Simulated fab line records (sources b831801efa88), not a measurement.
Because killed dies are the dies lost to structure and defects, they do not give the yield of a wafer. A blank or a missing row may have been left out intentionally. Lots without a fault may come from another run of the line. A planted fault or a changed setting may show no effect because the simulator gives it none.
A sampling plan put to the test + flow sky130 + one fab line, 41 faults that these records tell of, each judged on the records of the lots that it struck
The plan consists of the line's own looks: route steps at which the wafer is read by a gauge or an inspection but not changed. Where struck wafers have a number at a look and the file lists that look's usual mean and standard deviation on fault-free wafers, the look can be judged. Caught: a look later than the fault's first step finds the struck wafers' mean 4 or more of those standard deviations (sigma) from the usual mean. On the tool: the fault's steps, tested the same way using the tool's own readings. A different recipe on the struck wafers counts as caught too, as does a record blank only for those wafers.

## THE FAULTS, as the simulator had put them in
1. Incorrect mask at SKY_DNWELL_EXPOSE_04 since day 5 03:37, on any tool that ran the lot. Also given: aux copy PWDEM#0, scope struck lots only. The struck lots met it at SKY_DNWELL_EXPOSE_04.
2. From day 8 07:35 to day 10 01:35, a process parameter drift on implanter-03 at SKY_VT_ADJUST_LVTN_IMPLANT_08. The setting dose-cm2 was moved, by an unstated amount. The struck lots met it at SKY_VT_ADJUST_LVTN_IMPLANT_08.
3. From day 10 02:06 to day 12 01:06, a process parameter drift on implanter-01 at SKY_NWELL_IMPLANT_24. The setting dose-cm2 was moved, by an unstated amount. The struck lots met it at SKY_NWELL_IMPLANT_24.
4. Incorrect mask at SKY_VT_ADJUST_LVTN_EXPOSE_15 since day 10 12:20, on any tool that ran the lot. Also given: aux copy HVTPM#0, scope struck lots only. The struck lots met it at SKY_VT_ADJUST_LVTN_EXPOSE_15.
5. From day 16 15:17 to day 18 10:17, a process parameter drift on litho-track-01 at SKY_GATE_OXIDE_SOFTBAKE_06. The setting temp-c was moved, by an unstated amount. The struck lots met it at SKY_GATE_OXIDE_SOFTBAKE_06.
6. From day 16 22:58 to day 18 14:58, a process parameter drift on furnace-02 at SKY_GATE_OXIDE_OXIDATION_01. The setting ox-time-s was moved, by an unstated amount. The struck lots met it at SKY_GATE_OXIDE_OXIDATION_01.
7. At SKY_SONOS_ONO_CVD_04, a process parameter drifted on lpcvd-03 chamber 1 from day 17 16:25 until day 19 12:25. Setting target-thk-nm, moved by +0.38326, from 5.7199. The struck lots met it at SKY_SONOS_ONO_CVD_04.
8. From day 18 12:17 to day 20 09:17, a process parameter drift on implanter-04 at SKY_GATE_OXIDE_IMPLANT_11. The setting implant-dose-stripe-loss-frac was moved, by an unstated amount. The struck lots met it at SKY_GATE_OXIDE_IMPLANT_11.
9. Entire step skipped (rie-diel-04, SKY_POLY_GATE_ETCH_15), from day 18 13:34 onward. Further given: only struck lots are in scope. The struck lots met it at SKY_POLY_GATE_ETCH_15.
10. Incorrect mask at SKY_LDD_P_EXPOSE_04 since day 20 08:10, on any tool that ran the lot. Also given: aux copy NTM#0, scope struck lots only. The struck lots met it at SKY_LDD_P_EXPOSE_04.
11. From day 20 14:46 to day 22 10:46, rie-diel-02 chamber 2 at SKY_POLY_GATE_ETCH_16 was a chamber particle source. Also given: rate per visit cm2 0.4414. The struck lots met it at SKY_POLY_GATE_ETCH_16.
12. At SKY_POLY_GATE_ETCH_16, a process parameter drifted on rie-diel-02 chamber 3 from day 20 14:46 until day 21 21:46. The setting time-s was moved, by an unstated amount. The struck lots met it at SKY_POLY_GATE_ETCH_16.
13. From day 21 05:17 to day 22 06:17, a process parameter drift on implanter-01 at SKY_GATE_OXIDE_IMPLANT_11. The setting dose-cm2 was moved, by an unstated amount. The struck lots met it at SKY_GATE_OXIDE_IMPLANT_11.
14. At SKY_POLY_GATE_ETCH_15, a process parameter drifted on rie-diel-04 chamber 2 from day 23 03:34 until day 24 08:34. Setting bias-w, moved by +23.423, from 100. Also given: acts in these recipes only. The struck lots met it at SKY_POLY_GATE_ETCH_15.
15. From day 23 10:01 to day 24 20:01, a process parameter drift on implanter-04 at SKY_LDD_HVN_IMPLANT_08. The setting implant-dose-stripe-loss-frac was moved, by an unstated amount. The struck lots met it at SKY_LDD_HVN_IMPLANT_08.
16. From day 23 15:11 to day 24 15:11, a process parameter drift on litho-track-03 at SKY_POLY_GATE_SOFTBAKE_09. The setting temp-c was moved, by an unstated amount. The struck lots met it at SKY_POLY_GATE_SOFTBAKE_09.
17. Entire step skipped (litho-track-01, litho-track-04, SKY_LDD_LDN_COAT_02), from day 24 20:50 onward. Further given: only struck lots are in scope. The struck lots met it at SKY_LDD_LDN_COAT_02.
18. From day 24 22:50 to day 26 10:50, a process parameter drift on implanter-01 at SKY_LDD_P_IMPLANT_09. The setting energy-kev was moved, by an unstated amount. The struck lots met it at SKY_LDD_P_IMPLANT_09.
19. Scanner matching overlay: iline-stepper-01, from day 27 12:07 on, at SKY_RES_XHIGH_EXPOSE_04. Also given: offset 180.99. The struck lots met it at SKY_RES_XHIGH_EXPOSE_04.
20. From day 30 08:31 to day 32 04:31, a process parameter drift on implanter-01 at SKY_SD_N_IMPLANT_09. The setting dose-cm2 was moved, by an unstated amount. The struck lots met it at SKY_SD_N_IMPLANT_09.
21. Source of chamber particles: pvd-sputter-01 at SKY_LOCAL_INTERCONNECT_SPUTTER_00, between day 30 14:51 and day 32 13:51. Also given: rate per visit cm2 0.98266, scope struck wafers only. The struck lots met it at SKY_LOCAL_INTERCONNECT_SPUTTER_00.
22. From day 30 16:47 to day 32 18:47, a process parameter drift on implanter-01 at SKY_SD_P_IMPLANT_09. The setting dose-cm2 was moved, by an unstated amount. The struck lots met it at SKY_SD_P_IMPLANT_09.
23. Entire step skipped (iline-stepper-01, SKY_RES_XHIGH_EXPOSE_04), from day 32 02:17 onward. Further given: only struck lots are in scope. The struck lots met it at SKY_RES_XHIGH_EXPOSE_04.
24. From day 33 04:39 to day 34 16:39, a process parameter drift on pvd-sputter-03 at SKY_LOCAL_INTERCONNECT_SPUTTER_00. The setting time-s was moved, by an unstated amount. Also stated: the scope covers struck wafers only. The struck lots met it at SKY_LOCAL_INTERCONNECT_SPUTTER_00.
25. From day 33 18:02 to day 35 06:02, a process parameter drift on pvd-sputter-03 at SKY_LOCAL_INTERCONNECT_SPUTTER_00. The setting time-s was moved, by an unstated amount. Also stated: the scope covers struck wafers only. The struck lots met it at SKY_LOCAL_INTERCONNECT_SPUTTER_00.
26. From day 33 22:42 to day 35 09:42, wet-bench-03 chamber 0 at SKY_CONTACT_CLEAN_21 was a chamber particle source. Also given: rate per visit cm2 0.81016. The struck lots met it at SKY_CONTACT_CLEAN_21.
27. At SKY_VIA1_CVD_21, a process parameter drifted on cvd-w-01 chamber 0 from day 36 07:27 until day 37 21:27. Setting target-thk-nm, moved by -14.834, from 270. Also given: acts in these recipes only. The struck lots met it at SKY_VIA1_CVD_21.
28. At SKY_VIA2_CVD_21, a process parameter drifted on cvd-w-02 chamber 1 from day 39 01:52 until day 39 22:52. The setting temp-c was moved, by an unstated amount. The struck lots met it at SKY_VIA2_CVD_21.
29. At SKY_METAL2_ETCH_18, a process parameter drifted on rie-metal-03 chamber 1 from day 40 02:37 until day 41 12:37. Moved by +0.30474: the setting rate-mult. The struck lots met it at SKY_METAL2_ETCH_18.
30. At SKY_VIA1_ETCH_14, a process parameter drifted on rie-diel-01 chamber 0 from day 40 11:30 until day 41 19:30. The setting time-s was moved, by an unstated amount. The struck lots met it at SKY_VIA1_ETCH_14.
31. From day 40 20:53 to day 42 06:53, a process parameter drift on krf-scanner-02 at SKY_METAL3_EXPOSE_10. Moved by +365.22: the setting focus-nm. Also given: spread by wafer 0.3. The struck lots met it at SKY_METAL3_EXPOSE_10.
32. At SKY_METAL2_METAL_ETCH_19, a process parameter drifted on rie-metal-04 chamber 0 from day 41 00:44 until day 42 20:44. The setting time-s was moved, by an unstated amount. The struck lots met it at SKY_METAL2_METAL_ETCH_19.
33. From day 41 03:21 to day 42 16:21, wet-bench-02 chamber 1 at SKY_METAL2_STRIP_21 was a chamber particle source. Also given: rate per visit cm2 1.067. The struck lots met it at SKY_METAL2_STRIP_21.
34. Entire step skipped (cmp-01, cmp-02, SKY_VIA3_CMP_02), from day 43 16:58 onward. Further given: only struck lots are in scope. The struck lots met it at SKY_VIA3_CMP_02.
35. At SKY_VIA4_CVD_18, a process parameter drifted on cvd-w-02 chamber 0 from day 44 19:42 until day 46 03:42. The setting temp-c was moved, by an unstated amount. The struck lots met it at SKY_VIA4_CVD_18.
36. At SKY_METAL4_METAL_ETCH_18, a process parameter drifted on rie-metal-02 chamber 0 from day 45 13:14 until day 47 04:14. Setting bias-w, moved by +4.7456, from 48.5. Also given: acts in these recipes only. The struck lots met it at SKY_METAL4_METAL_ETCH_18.
37. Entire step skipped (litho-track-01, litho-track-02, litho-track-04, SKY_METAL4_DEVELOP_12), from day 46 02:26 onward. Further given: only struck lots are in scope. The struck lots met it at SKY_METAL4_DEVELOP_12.
38. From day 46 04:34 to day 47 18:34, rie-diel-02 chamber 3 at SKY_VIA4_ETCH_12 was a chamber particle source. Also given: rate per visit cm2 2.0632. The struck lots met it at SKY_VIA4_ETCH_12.
39. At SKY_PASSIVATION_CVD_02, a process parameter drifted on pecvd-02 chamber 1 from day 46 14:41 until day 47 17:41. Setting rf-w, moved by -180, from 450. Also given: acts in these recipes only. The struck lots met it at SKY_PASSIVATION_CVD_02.
40. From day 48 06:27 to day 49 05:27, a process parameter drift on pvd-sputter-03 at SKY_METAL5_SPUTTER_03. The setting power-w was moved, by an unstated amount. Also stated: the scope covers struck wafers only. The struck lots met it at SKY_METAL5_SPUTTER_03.
41. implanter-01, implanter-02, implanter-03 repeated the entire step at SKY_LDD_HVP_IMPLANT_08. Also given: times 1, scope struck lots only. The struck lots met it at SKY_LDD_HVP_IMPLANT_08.

## WHAT THE PLAN SAW
| fault | on the tool itself                               | first look that catches it                      | reading, sigma                                              | median hours from its first step to that look | hours from the fault's start to the first struck lot there | judged looks passed uncaught |
|-------|--------------------------------------------------|-------------------------------------------------|-------------------------------------------------------------|-----------------------------------------------|------------------------------------------------------------|------------------------------|
| 1     | under 2 sigma                                    | SKY_DNWELL_TW_MEAS_09                           | DNWELL_TW -99 or beyond                                     | 9.4                                           | 12                                                         | 0                            |
| 2     | dose-ions-cm2 +99 or beyond sigma                | SKY_VT_ADJUST_LVTN_TW_MEAS_10                   | VT_ADJUST_LVTN_TW +8.9                                      | 0.2                                           | 2                                                          | 0                            |
| 3     | dose-ions-cm2 +99 or beyond sigma                | SKY_NWELL_TW_MEAS_26                            | NWELL_2_TW +7.2                                             | 0.2                                           | 1                                                          | 0                            |
| 4     | under 2 sigma                                    | SKY_VT_ADJUST_LVTN_TW_MEAS_21                   | VT_ADJUST_LVTN_2_TW -99 or beyond                           | 11.8                                          | 18                                                         | 0                            |
| 5     | heater-power-total-W +99 or beyond sigma         | no look after it can be judged                  | -                                                           | -                                             | -                                                          | 0                            |
| 6     | under 2 sigma                                    | SKY_GATE_OXIDE_THK_MEAS_02                      | GATE_OXIDE_OXIDATION_00_THK +11                             | 1.4                                           | 0                                                          | 0                            |
| 7     | under 2 sigma                                    | none of the 6 looks that can be judged after it | -                                                           | -                                             | -                                                          | 6                            |
| 8     | under 2 sigma                                    | SKY_GATE_OXIDE_TW_MEAS_14                       | GATE_OXIDE_TW -9.7                                          | 0.3                                           | 8                                                          | 0                            |
| 9     | the tool's record is blank for the struck wafers | no look after it can be judged                  | -                                                           | -                                             | -                                                          | 0                            |
| 10    | under 2 sigma                                    | SKY_LDD_P_TW_MEAS_11                            | LDD_P_TW -99 or beyond                                      | 16.0                                          | 18                                                         | 0                            |
| 11    | under 2 sigma                                    | no look after it can be judged                  | -                                                           | -                                             | -                                                          | 0                            |
| 12    | run-length-s -23 sigma                           | no look after it can be judged                  | -                                                           | -                                             | -                                                          | 0                            |
| 13    | dose-ions-cm2 +63 sigma                          | not the one look that can be judged after it    | strongest: GATE_OXIDE_TW at SKY_GATE_OXIDE_TW_MEAS_14, +3.4 | -                                             | -                                                          | 1                            |
| 14    | bias-w +80 sigma                                 | no look after it can be judged                  | -                                                           | -                                             | -                                                          | 0                            |
| 15    | under 2 sigma                                    | SKY_LDD_HVN_TW_MEAS_10                          | LDD_HVN_TW -6.5                                             | 0.2                                           | 5                                                          | 0                            |
| 16    | plate-temp-C -49 sigma                           | none of the 2 looks that can be judged after it | -                                                           | -                                             | -                                                          | 2                            |
| 17    | the tool's record is blank for the struck wafers | SKY_RES_XHIGH_TW_MEAS_09                        | RES_XHIGH_TW +22                                            | 104.1                                         | 110                                                        | 0                            |
| 18    | beam-energy-keV +99 or beyond sigma              | no look after it can be judged                  | -                                                           | -                                             | -                                                          | 0                            |
| 19    | under 2 sigma                                    | no look after it can be judged                  | -                                                           | -                                             | -                                                          | 0                            |
| 20    | dose-ions-cm2 -99 or beyond sigma                | SKY_SD_N_RS_MEAS_16                             | SD_N_RS +10                                                 | 0.7                                           | 7                                                          | 0                            |
| 21    | under 2 sigma                                    | not the one look that can be judged after it    | -                                                           | -                                             | -                                                          | 1                            |
| 22    | dose-ions-cm2 +99 or beyond sigma                | SKY_SD_P_TW_MEAS_11                             | SD_P_TW +4.7                                                | 0.2                                           | 18                                                         | 0                            |
| 23    | no reading that can be judged                    | SKY_RES_XHIGH_TW_MEAS_09                        | RES_XHIGH_TW -99 or beyond                                  | 13.2                                          | 15                                                         | 0                            |
| 24    | under 2 sigma                                    | SKY_LOCAL_INTERCONNECT_RS_MEAS_01               | LOCAL_INTERCONNECT_TIN_RS +54                               | 0.1                                           | 8                                                          | 0                            |
| 25    | under 2 sigma                                    | SKY_LOCAL_INTERCONNECT_RS_MEAS_01               | LOCAL_INTERCONNECT_TIN_RS +6.5                              | 0.1                                           | 5                                                          | 0                            |
| 26    | no reading that can be judged                    | no look after it can be judged                  | -                                                           | -                                             | -                                                          | 0                            |
| 27    | under 2 sigma                                    | SKY_VIA1_RS_MEAS_22                             | VIA1_W_RS +6.9                                              | 0.1                                           | 9                                                          | 0                            |
| 28    | susceptor-temp-C -32 sigma                       | SKY_VIA2_RS_MEAS_22                             | VIA2_W_RS +10                                               | 0.1                                           | 3                                                          | 0                            |
| 29    | under 2 sigma                                    | not the one look that can be judged after it    | -                                                           | -                                             | -                                                          | 1                            |
| 30    | run-length-s -66 sigma                           | no look after it can be judged                  | -                                                           | -                                             | -                                                          | 0                            |
| 31    | exposure-dose-mJ-cm2 -71 sigma                   | SKY_METAL3_CD_MEAS_13                           | cd-nm -41                                                   | 11.8                                          | 33                                                         | 0                            |
| 32    | run-length-s +7.0 sigma                          | not the one look that can be judged after it    | -                                                           | -                                             | -                                                          | 1                            |
| 33    | no reading that can be judged                    | none of the 3 looks that can be judged after it | -                                                           | -                                             | -                                                          | 3                            |
| 34    | the tool's record is blank for the struck wafers | SKY_VIA3_BOW_MEAS_03                            | VIA3_BOW +7.2                                               | 0.3                                           | 1                                                          | 0                            |
| 35    | susceptor-temp-C -99 or beyond sigma             | SKY_VIA4_RS_MEAS_19                             | VIA4_W_RS +99 or beyond                                     | 0.1                                           | 8                                                          | 0                            |
| 36    | bias-w +35 sigma                                 | no look after it can be judged                  | -                                                           | -                                             | -                                                          | 0                            |
| 37    | no reading that can be judged                    | no look after it can be judged                  | -                                                           | -                                             | -                                                          | 0                            |
| 38    | under 2 sigma                                    | not the one look that can be judged after it    | -                                                           | -                                             | -                                                          | 1                            |
| 39    | rf-fwd-power-W -99 or beyond sigma               | SKY_PASSIVATION_THK_MEAS_03                     | PASSIVATION_CVD_02_THK -11                                  | 0.2                                           | 13                                                         | 0                            |
| 40    | cathode-dc-power-W -99 or beyond sigma           | no look after it can be judged                  | -                                                           | -                                             | -                                                          | 0                            |
| 41    | no reading that can be judged                    | SKY_LDD_HVP_TW_MEAS_10                          | LDD_HVP_TW +34                                              | 0.6                                           | -                                                          | 0                            |
A dash: the fault is not caught, or the number is missing from these records.

Caught at a look: 21 of 41. Caught on the tool: 21 of 41. By one or the other: 32 of 41.
Faults 5, 9, 12, 13, 14, 16, 18, 30, 32, 36, 40 were caught on the tool alone.
Caught at a look alone: faults 1, 4, 6, 8, 10, 15, 23, 24, 25, 27, 41.
Caught by neither: faults 7, 11, 19, 21, 26, 29, 33, 37, 38.

## THINNER SAMPLING
In the worst case, this is how late the first struck lot would be measured if the look that catches a fault measured only every second or every third lot, by lot number:
| fault | struck lots at that look, in order of time | every lot | every second lot | every third lot |
|-------|--------------------------------------------|-----------|------------------|-----------------|
| 1     | L552                                       | 12 h      | may miss it      | may miss it     |
| 2     | L306, L307, L311                           | 2 h       | 10 h             | 35 h            |
| 3     | L299, L301                                 | 1 h       | may miss all 2   | may miss all 2  |
| 4     | L125                                       | 18 h      | may miss it      | may miss it     |
| 6     | L496, L497                                 | 0 h       | 3 h              | may miss all 2  |
| 8     | L996, L998                                 | 8 h       | may miss all 2   | may miss all 2  |
| 10    | L292                                       | 18 h      | may miss it      | may miss it     |
| 15    | L311, L313                                 | 5 h       | may miss all 2   | may miss all 2  |
| 17    | L269, L270, L271                           | 110 h     | 119 h            | 129 h           |
| 20    | L491, L494                                 | 7 h       | 30 h             | may miss all 2  |
| 22    | L121, L126                                 | 18 h      | 45 h             | may miss all 2  |
| 23    | L640, L641                                 | 15 h      | 38 h             | may miss all 2  |
| 24    | L100                                       | 8 h       | may miss it      | may miss it     |
| 25    | L102, L104                                 | 5 h       | may miss all 2   | may miss all 2  |
| 27    | L156, L158                                 | 9 h       | may miss all 2   | may miss all 2  |
| 28    | L590, L591                                 | 3 h       | 7 h              | may miss all 2  |
| 31    | L788                                       | 33 h      | may miss it      | may miss it     |
| 34    | L903, L905, L904                           | 1 h       | 23 h             | 23 h            |
| 35    | L425, L426, L427                           | 8 h       | 12 h             | 17 h            |
| 39    | L274                                       | 13 h      | may miss it      | may miss it     |
The hour figures run from when the fault began to the first measured lot among those it struck. The limit of 4 sigma was tested on all struck wafers together, so one lot alone may lie under it. Other struck lots may not be in these records.

## THE LONGEST TIMED WAY FROM STEP TO LOOK
In fault 17, a median of 104.1 hours elapses between SKY_LDD_LDN_COAT_02 and SKY_RES_XHIGH_TW_MEAS_09. No look between them can be judged.
